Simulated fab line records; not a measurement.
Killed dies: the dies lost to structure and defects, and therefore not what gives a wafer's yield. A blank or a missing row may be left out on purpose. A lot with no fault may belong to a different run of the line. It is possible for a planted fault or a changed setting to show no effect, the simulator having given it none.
fab line records	flow sky130
record: lots: 6	wafers: 18	last-day: 49
route steps=708 shown VT_ADJUST_PCH@151 SONOS_TUNNEL@154 PAD_OPEN@708
lots untouched by any fault: they come from a run of this same line in which no faults occurred
start-h: hours from the record's opening day to when the first of the lot's shown wafers began	wait-h: hours from the lot's prior step to this one	" repeats the value in the row above	L1.1+2: several wafers, shown together as one row	- no value, or no start was given	* or withheld: withheld	< > ~ a bound
route shown NAME@n: a module of which the file shows steps, and the number in the route of the first	usual: the fault-free wafers' mean and standard deviation	same: alike in all rows	chamber/n: place in a boat	sites: per-site readings	_std_site: standard deviation across them	_edge_site: inner sites' mean taken away from outer sites' mean	radius-mm: for every site, how far away it sits from the centre of the wafer	mask NAME#n: copy n	behind: the tool/chamber that last shaped the wafer	hold: why the lot was held/for how many hours/how that ended	device: which transistor (n, p or np) failed to switch	end of line: at the end of the route, the tests of the same wafers	a step with no rows: only its recipe	killed: count of dies lost to structure and defects at first sort (not the wafer's yield)	map: shows each die of a wafer: x if killed, . if not, _ if none is there
set.NAME: the run value of the setting; set.NAME@STEP: its run value at that earlier step	model.NAME: the simulator's own value behind a step, which no gauge read
lots seen at some steps along the route; tables by step, rows by wafer
services: the hour from which a tool's chamber was out of use, counted from the record's first day as start-h (under 0 if before that day), plus the number of hours and why
== steps ==
step: SKY_VT_ADJUST_PCH_IMPLANT_08
recipe: species: B	energy-kev: 10	dose-cm2: 5e+11	tilt-deg: withheld
step: SKY_VT_ADJUST_PCH_STRIP_09
recipe: chemistry: O2/N2	power-w: 1400	pressure-mtorr: 1500	platen-temp-c: withheld	o2-flow-sccm: 3000	n2-flow-sccm: 300	overash-fraction: 0.5
usual: drypump-motor-current-A: 5.7/0.46	oes-product-au: 0.723/0.0045	strip-time-to-endpoint-s: 36.93/0.094
lot.wafer	tool	chamber	start-h	wait-h	drypump-motor-current-A	oes-product-au	rf-hours-counter-h	strip-time-to-endpoint-s
L385.1	plasma-asher-03	1	228.26	0.1	5.3	0.721	53	36.94
L385.3	"	1	"	"	5.3	0.722	-	37.03
L385.5	"	1	"	"	5.3	0.722	-	37.02
L392.3	plasma-asher-02	0	287.66	0.1	6.4	0.716	-	37.07
L392.4	"	1	"	"	6.0	0.721	-	36.98
L392.6	"	0	"	"	6.4	0.719	-	36.96
L393.1	plasma-asher-01	0	295.76	0.1	5.7	0.723	50	36.94
L393.4	"	1	"	"	5.0	0.728	-	36.76
L393.6	"	1	"	"	5.0	0.726	-	36.77
L399.1	plasma-asher-02	0	337.48	0.1	6.4	0.714	23	36.84
L399.4	"	1	"	"	5.9	0.719	-	36.83
L399.5	"	1	"	"	6.0	0.726	-	36.70
L401.2	plasma-asher-03	1	352.48	0.1	5.4	0.719	61	36.98
L401.4	"	1	"	"	5.3	0.716	-	36.85
L401.5	"	0	"	"	5.4	0.725	-	36.91
L402.1	plasma-asher-02	0	356.61	0.1	6.5	0.719	25	36.92
L402.2	"	1	"	"	6.0	0.730	25	36.91
L402.4	"	0	"	"	6.4	0.728	-	37.00
step: SKY_VT_ADJUST_PCH_TW_MEAS_10
usual: VT_ADJUST_PCH_TW: 142.8/1.7
lot.wafer	tool	chamber	start-h	wait-h	VT_ADJUST_PCH_TW
L385.1	film-metro-04	-	228.36	0.1	142.2
L385.3	"	-	"	"	141.6
L385.5	"	-	"	"	140.4
L392.3	film-metro-02	-	287.75	0.1	140.7
L392.4	"	-	"	"	140.7
L392.6	"	-	"	"	140.5
L393.1	film-metro-02	-	295.86	0.1	141.8
L393.4	"	-	"	"	141.7
L393.6	"	-	"	"	141.5
L399.1	film-metro-01	-	337.58	0.1	145.8
L399.4	"	-	"	"	146.1
L399.5	"	-	"	"	145.7
L401.2	film-metro-02	-	352.59	0.1	141.5
L401.4	"	-	"	"	141.7
L401.5	"	-	"	"	141.3
L402.1	film-metro-02	-	356.71	0.1	141.6
L402.2	"	-	"	"	141.3
L402.4	"	-	"	"	141.9
step: SKY_SONOS_TUNNEL_DEHYDRATE_00
recipe: temp-c: 200	time-s: 60
step: SKY_SONOS_TUNNEL_HMDS_01
recipe: prime-time-s: 60	prime-temp-c: 120
step: SKY_SONOS_TUNNEL_COAT_02
recipe: resist: NOVOLAK	spin-rpm: 3000	resist-thk-nm: 1140
step: SKY_SONOS_TUNNEL_SOFTBAKE_03
recipe: temp-c: 90	time-s: 60	resist: NOVOLAK
step: SKY_SONOS_TUNNEL_EXPOSE_04
recipe: mask-id: TUNM	na: 0.6	source-shape: conventional	sigma-outer: 0.6	polarization: unpolarized	target-cd-nm: 410	dose-mj: 136
step: SKY_SONOS_TUNNEL_PEB_05
recipe: temp-c: withheld	time-s: *	resist: NOVOLAK
step: SKY_SONOS_TUNNEL_DEVELOP_06
recipe: resist: NOVOLAK	developer: TMAH	develop-time-s: 60	dev-temp-c: 23
step: SKY_SONOS_TUNNEL_CD_MEAS_07
recipe: target-cd-nm: 410
usual: cd-nm: 409.6/2.2
lot.wafer	tool	chamber	start-h	wait-h	cd-nm
L385.1	cd-sem-02	-	250.15	0.1	409.4
L385.3	"	-	"	"	410.8
L385.5	"	-	"	"	410.8
L392.3	cd-sem-02	-	312.76	0.2	414.9
L392.4	"	-	"	"	414.1
L392.6	"	-	"	"	415.9
L393.1	cd-sem-01	-	321.61	0.1	406.0
L393.4	"	-	"	"	406.4
L393.6	"	-	"	"	408.1
L399.1	cd-sem-02	-	364.71	0.1	404.2
L399.4	"	-	"	"	404.3
L399.5	"	-	"	"	405.5
L401.2	cd-sem-01	-	380.92	0.1	410.7
L401.4	"	-	"	"	410.0
L401.5	"	-	"	"	411.4
L402.1	cd-sem-01	-	385.34	0.1	410.8
L402.2	"	-	"	"	408.1
L402.4	"	-	"	"	408.8
step: SKY_SONOS_TUNNEL_OVL_MEAS_08
usual: SONOS_TUNNEL_OVL: 0.0/1.5
lot.wafer	tool	chamber	start-h	wait-h	SONOS_TUNNEL_OVL[nm]
L385.1	overlay-02	-	250.27	0.1	-0.5
L385.3	"	-	"	"	-0.8
L385.5	"	-	"	"	-0.4
L392.3	overlay-02	-	312.85	0.1	1.3
L392.4	"	-	"	"	1.6
L392.6	"	-	"	"	1.3
L393.1	overlay-02	-	321.73	0.1	0.2
L393.4	"	-	"	"	-3.3
L393.6	"	-	"	"	-2.1
L399.1	overlay-01	-	364.83	0.1	1.2
L399.4	"	-	"	"	2.4
L399.5	"	-	"	"	0.4
L401.2	overlay-02	-	381.02	0.1	0.3
L401.4	"	-	"	"	-2.5
L401.5	"	-	"	"	-2.0
L402.1	overlay-01	-	385.46	0.1	-0.6
L402.2	"	-	"	"	0.5
L402.4	"	-	"	"	0.9
step: SKY_SONOS_TUNNEL_IMPLANT_09
recipe: species: B	energy-kev: 20	dose-cm2: 1e+12	tilt-deg: withheld
usual: beam-on-s: 9.97/0.21	dose-ions-cm2: 1.0002e+12/1e+09	faraday-current-uA: 5.65/0.12
lot.wafer	tool	chamber	start-h	wait-h	beam-on-s	dose-ions-cm2	faraday-current-uA
L385.1	implanter-01	0	250.31	0.0	9.82	1.001e+12	5.74
L385.3	"	0	"	"	9.85	1.001e+12	5.75
L385.5	"	0	"	"	9.90	9.998e+11	5.69
L392.3	implanter-01	0	312.92	0.1	10.04	4.775e+11	2.69
L392.4	"	0	"	"	9.63	4.787e+11	2.79
L392.6	"	0	"	"	9.83	4.776e+11	2.74
L393.1	implanter-01	0	321.77	0.0	9.92	4.783e+11	2.72
L393.4	"	0	"	"	9.73	4.772e+11	2.79
L393.6	"	0	"	"	10.11	4.783e+11	2.65
L399.1	implanter-04	0	364.87	0.0	10.30	1.0011e+12	5.45
L399.4	"	0	"	"	10.04	1.0001e+12	5.63
L399.5	"	0	"	"	10.14	1.0009e+12	5.55
L401.2	implanter-01	0	381.08	0.0	9.93	1.0006e+12	5.68
L401.4	"	0	"	"	9.74	1.0022e+12	5.78
L401.5	"	0	"	"	9.89	1.0012e+12	5.69
L402.1	implanter-04	0	385.50	0.0	9.71	9.99e+11	5.79
L402.2	"	0	"	"	9.95	9.988e+11	5.65
L402.4	"	0	"	"	9.98	9.994e+11	5.68
step: SKY_SONOS_TUNNEL_WET_ETCH_10
recipe: chemistry: dHF	target-depth-nm: 14	target: SiO2	dilution: 100:1	temp-c: 25	time-s: 280
step: SKY_SONOS_TUNNEL_STRIP_11
recipe: chemistry: SPM	time-s: 600	temp-c: 130
step: SKY_SONOS_TUNNEL_TW_MEAS_12
usual: SONOS_TUNNEL_TW: 196.3/0.83
lot.wafer	tool	chamber	start-h	wait-h	hold	SONOS_TUNNEL_TW
L385.1	film-metro-04	-	250.75	0.0	-	195.6
L385.3	"	-	"	"	-	196.3
L385.5	"	-	"	"	-	196.9
L392.3	film-metro-04	-	313.31	0.0	await-dispo/0.2h/release	160.5
L392.4	"	-	"	"	await-dispo/0.2h/release	160.3
L392.6	"	-	"	"	await-dispo/0.2h/release	159.7
L392.3	film-metro-04	-	313.53	0.2	-	158.9
L392.4	"	-	"	"	-	160.1
L392.6	"	-	"	"	-	159.2
L393.1	film-metro-02	-	322.18	0.0	await-dispo/0.2h/release	160.3
L393.4	"	-	"	"	await-dispo/0.2h/release	160.5
L393.6	"	-	"	"	await-dispo/0.2h/release	159.7
L393.1	film-metro-02	-	322.41	0.2	-	160.9
L393.4	"	-	"	"	-	159.5
L393.6	"	-	"	"	-	160.6
L399.1	film-metro-02	-	365.28	0.0	-	196.3
L399.4	"	-	"	"	-	195.3
L399.5	"	-	"	"	-	196.3
L401.2	film-metro-02	-	381.48	0.0	-	196.5
L401.4	"	-	"	"	-	196.4
L401.5	"	-	"	"	-	195.4
L402.1	film-metro-04	-	385.91	0.0	-	195.5
L402.2	"	-	"	"	-	195.9
L402.4	"	-	"	"	-	196.3
step: SKY_PAD_OPEN_PROBE_99
usual: killed_at_M0_to_M3: 44/6.9	killed_at_M4_up: 3.0/1.5	killed-at-contacts: 24/5.2	killed-at-front-end: 15/4.1	killed-at-other: 0.4/0.62	killed-dies: 87/9.6	killed-open: 47/7	killed-short: 40/6.2
same: gross-dies: 492	killed-at-back-side: 0
lot.wafer	tool	chamber	start-h	wait-h	killed_at_M0_to_M3	killed_at_M4_up	killed-at-contacts	killed-at-front-end	killed-at-other	killed-dies	killed-open	killed-short	model.etest.sonos-uncharged.r-on-ohm-um	model.etest.sonos-programmed.off-log10-a-um	model.etest.sonos-programmed.vt-v	model.etest.sonos-baked.vt-v	model.etest.sonos-uncharged.vt-v	model.etest.sonos-erased.vt-v
L385.1	prober-02	-	1069.62	0.1	56	3	26	21	1	107	57	49	828	-13.99	1.493	0.9742	-0.4113	-2.294
L385.3	prober-02	-	1069.72	0.2	50	1	19	14	1	85	51	33	811.7	-13.92	1.484	1.022	-0.4468	-2.281
L385.5	prober-02	-	1069.82	0.2	47	4	21	25	0	97	50	45	817.3	-13.89	1.561	1.054	-0.444	-2.328
L393.1	prober-02	-	1125.86	0.1	44	3	31	13	0	91	48	43	771.7	-13.24	1.424	0.9092	-0.5445	-2.513
L393.4	prober-02	-	1126.01	0.2	36	4	39	14	1	94	56	38	794.4	-13.1	1.374	0.8365	-0.5315	-2.519
L393.6	prober-02	-	1126.11	0.2	41	3	32	16	0	92	64	28	795.7	-13.2	1.388	0.8968	-0.5444	-2.475
L399.1	prober-02	-	1155.47	0.1	41	7	26	19	1	94	42	52	805.7	-13.96	1.524	0.9846	-0.432	-2.292
L399.4	prober-02	-	1155.62	0.2	57	3	25	18	1	104	51	53	804.9	-13.95	1.532	1.053	-0.4557	-2.305
L399.5	prober-02	-	1155.67	0.2	44	4	25	10	0	83	37	46	815.1	-13.99	1.524	1.009	-0.4327	-2.29
L402.1	prober-02	-	1165.69	0.1	37	3	13	14	0	67	34	33	814	-13.86	1.249	0.7963	-0.4706	-2.182
L402.2	prober-02	-	1165.74	0.1	50	3	16	9	0	78	45	33	817.1	-13.97	1.28	0.838	-0.4464	-2.164
L402.4	prober-02	-	1165.84	0.2	46	4	17	11	1	79	43	36	799.8	-13.79	1.27	0.8233	-0.4907	-2.191
L401.2	prober-01	-	1166.96	0.1	37	4	34	25	0	100	58	42	832.5	-13.87	1.492	0.99	-0.4338	-2.339
L401.4	prober-01	-	1167.06	0.2	50	5	30	25	0	110	57	53	821.4	-14.05	1.374	0.931	-0.4184	-2.225
L401.5	prober-01	-	1167.11	0.2	38	4	21	15	0	78	48	30	842.1	-14.02	1.421	0.8969	-0.4169	-2.213
killed by level:class
L385.1 VIA1:geometric-particle:open=13 VIA2:geometric-particle:open=11 LOCAL_INTERCONNECT:geometric-particle:short=9 CONTACT:geometric-particle:open=9 METAL2:geometric-particle:short=8 METAL3:geometric-particle:short=5 FIELD_ISO:geometric-particle:open=4 POLY_GATE:geometric-particle:short=4
L385.3 VIA1:geometric-particle:open=11 VIA2:geometric-particle:open=11 METAL1:geometric-particle:short=7 CONTACT:geometric-particle:open=6 VIA3:geometric-particle:open=6 LI_CONTACT:geometric-particle:open=5 LOCAL_INTERCONNECT:geometric-particle:short=5 VIA3:geometric-particle:short=5
L385.5 VIA1:geometric-particle:open=11 VIA3:geometric-particle:open=7 FIELD_ISO:geometric-particle:short=6 LI_CONTACT:geometric-particle:open=6 CONTACT:geometric-particle:short=6 METAL1:geometric-particle:short=6 VIA2:geometric-particle:open=6 CONTACT:geometric-particle:open=5
L393.1 CONTACT:geometric-particle:open=9 CONTACT:geometric-particle:short=8 VIA1:geometric-particle:open=8 METAL1:geometric-particle:short=7 VIA2:geometric-particle:short=6 VIA3:geometric-particle:open=6 FIELD_ISO:geometric-particle:open=5 LI_CONTACT:geometric-particle:open=5
L393.4 CONTACT:geometric-particle:open=17 LI_CONTACT:geometric-particle:open=9 VIA3:geometric-particle:open=7 VIA1:geometric-particle:open=7 CONTACT:geometric-particle:short=5 VIA2:geometric-particle:short=5 VIA1:geometric-particle:short=4 FIELD_ISO:geometric-particle:open=4
L393.6 LI_CONTACT:geometric-particle:open=13 CONTACT:geometric-particle:open=11 VIA1:geometric-particle:open=11 VIA2:geometric-particle:open=10 VIA3:geometric-particle:open=6 METAL2:geometric-particle:short=5 FIELD_ISO:geometric-particle:short=4 FIELD_ISO:geometric-particle:open=3
L399.1 CONTACT:geometric-particle:open=10 CONTACT:geometric-particle:short=9 VIA2:geometric-particle:short=7 METAL4:geometric-particle:short=7 METAL2:geometric-particle:short=6 VIA2:geometric-particle:open=6 LI_CONTACT:geometric-particle:open=5 VIA3:geometric-particle:short=5
L399.4 CONTACT:geometric-particle:open=8 VIA2:geometric-particle:open=8 VIA2:geometric-particle:short=8 LI_CONTACT:geometric-particle:open=7 VIA1:geometric-particle:open=7 FIELD_ISO:geometric-particle:short=6 METAL1:geometric-particle:short=6 CONTACT:geometric-particle:short=5
L399.5 METAL1:geometric-particle:short=12 CONTACT:geometric-particle:open=11 METAL2:geometric-particle:short=6 VIA2:geometric-particle:open=5 LI_CONTACT:geometric-particle:open=4 CONTACT:geometric-particle:short=4 VIA1:geometric-particle:short=4 VIA1:geometric-particle:open=4
L402.1 VIA3:geometric-particle:open=8 POLY_GATE:geometric-particle:short=5 METAL1:geometric-particle:short=5 VIA1:geometric-particle:open=5 METAL2:geometric-particle:short=5 LI_CONTACT:geometric-particle:open=4 CONTACT:geometric-particle:open=4 VIA2:geometric-particle:open=4
L402.2 VIA1:geometric-particle:open=11 VIA2:geometric-particle:open=11 CONTACT:geometric-particle:open=9 METAL1:geometric-particle:short=9 METAL2:geometric-particle:short=5 VIA2:geometric-particle:short=5 FIELD_ISO:geometric-particle:open=3 CONTACT:geometric-particle:short=3
L402.4 VIA2:geometric-particle:open=8 VIA1:geometric-particle:open=8 LI_CONTACT:geometric-particle:open=7 METAL1:geometric-particle:short=7 VIA1:geometric-particle:short=7 VIA3:geometric-particle:open=5 FIELD_ISO:geometric-particle:open=4 CONTACT:geometric-particle:open=4
L401.2 CONTACT:geometric-particle:open=15 POLY_GATE:geometric-particle:open=9 LI_CONTACT:geometric-particle:open=7 FIELD_ISO:geometric-particle:open=6 CONTACT:geometric-particle:short=6 VIA1:geometric-particle:open=6 LOCAL_INTERCONNECT:geometric-particle:short=5 VIA2:geometric-particle:open=5
L401.4 VIA2:geometric-particle:open=10 CONTACT:geometric-particle:open=10 LOCAL_INTERCONNECT:geometric-particle:short=9 VIA1:geometric-particle:open=9 VIA3:geometric-particle:open=8 CONTACT:geometric-particle:short=7 FIELD_ISO:geometric-particle:open=6 POLY_GATE:geometric-particle:open=6
L401.5 CONTACT:geometric-particle:open=10 VIA3:geometric-particle:open=7 LI_CONTACT:geometric-particle:open=6 VIA2:geometric-particle:open=6 VIA1:geometric-particle:open=6 FIELD_ISO:geometric-particle:open=4 POLY_GATE:geometric-particle:short=4 FIELD_ISO:geometric-particle:short=3
== services ==
tool	chamber	start-h	hours	kind
implanter-01	-	212.66	2.5	pm
implanter-01	-	224.55	5.1	repair
plasma-asher-03	-	247.09	4.0	repair
plasma-asher-03	-	254.26	42.4	pm
plasma-asher-02	-	325.76	3.1	repair
implanter-01	-	340.99	2.4	repair
plasma-asher-02	-	374.67	12.3	repair
== key ==
first-sign: step: SKY_SONOS_TUNNEL_IMPLANT_09	reading: dose-ions-cm2	direction: down	sigmas: 99+	usual: *	struck: *
effect: step: SKY_SONOS_TUNNEL_IMPLANT_09	reading: faraday-current-uA	direction: down	sigmas: 25	usual: 5.65	struck: 2.73
effect: step: SKY_SONOS_TUNNEL_TW_MEAS_12	reading: visit	direction: added
effect: step: SKY_SONOS_TUNNEL_TW_MEAS_12	reading: SONOS_TUNNEL_TW	direction: down	sigmas: 44	usual: 196.3	struck: 160.2
model-effect: step: SKY_PAD_OPEN_PROBE_99	value: etest.sonos-uncharged.r-on-ohm-um	without: 826.9	struck: 787.3
met-at SKY_SONOS_TUNNEL_IMPLANT_09
struck-wafers L392.3,L392.4,L392.6,L393.1,L393.4,L393.6
scrapped-behind SKY_SONOS_TUNNEL_TW_MEAS_12 L392.3,L392.4,L392.6
tester-left-out L393
onset-between 250.31 312.92
fault: kind: process-parameter-drift	tool: implanter-01	chamber: -	onset-h: 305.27	steps: SKY_SONOS_TUNNEL_IMPLANT_09	channel: dose-cm2	offset: *	shape: step	end-h: 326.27	acts-in: *	stated: *
tester-left-out: of these lots the tester's yield and bins aren't shown, on N5 and GAA mostly nor the transistor test; their killed dies are dies lost to structure and defects alone, not to doping, threshold or leakage, so they don't give the yield
